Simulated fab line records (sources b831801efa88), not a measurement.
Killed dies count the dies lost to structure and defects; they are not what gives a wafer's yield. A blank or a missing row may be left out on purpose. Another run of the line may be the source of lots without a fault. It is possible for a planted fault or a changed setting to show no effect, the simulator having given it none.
Chamber matching -- flow gf180mcu -- GF_V3_CMP_26 on cmp-02: 4 sister chambers
The step polishes, stops on SiO2, t overpolish 15 s, target thk 0 nm. 4 wafers are shown with their chamber, then 9 later ones without.

## EACH WAFER AND ITS CHAMBER
wafer,chamber,motorCurrentA (A)
L080.1,3,13.1
L086.3,2,13.2
L086.5,0,12.3
L086.6,1,11.9

## WAFERS MISSING THEIR CHAMBER
wafer,motorCurrentA (A)
L087.1,11.6
L087.3,12.4
L087.4,12.8
L091.2,12.7
L091.4,11.7
L091.5,11.3
L092.2,12.1
L092.3,13.7
L092.6,12.9

## CHAMBER TAKEN BY EACH
wafer,from the rows above,in truth
L087.1,can't be placed: 1 or 0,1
L087.3,can't be placed: 0 or 1 or 3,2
L087.4,can't be placed: 3 or 2 or 0 or 1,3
L091.2,can't be placed: 0 or 3 or 2 or 1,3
L091.4,can't be placed: 1 or 0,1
L091.5,can't be placed: 1 or 0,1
L092.2,can't be placed: 1 or 0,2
L092.3,can't be placed: 2 or 3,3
L092.6,can't be placed: 3 or 2 or 0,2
Correctly placed: 0 of 9. Not placeable from these rows: 9 (in 7, the candidates include the true chamber). Wrongly placed: 0.
How it was worked out, from the rows above alone: a wafer's distance from a chamber is the root of the sum, over the readings, of the square of ((its reading less the chamber's mean) divided by the reading's scatter). The wafer belongs to the nearest chamber; if the next one is less than 2 further off, it can't be placed. For every chamber, the mean is computed from those of its wafers that are shown. The scatter: with one shown wafer a chamber, the root of the mean of the squares of how far each hidden wafer lies from its nearest shown one.
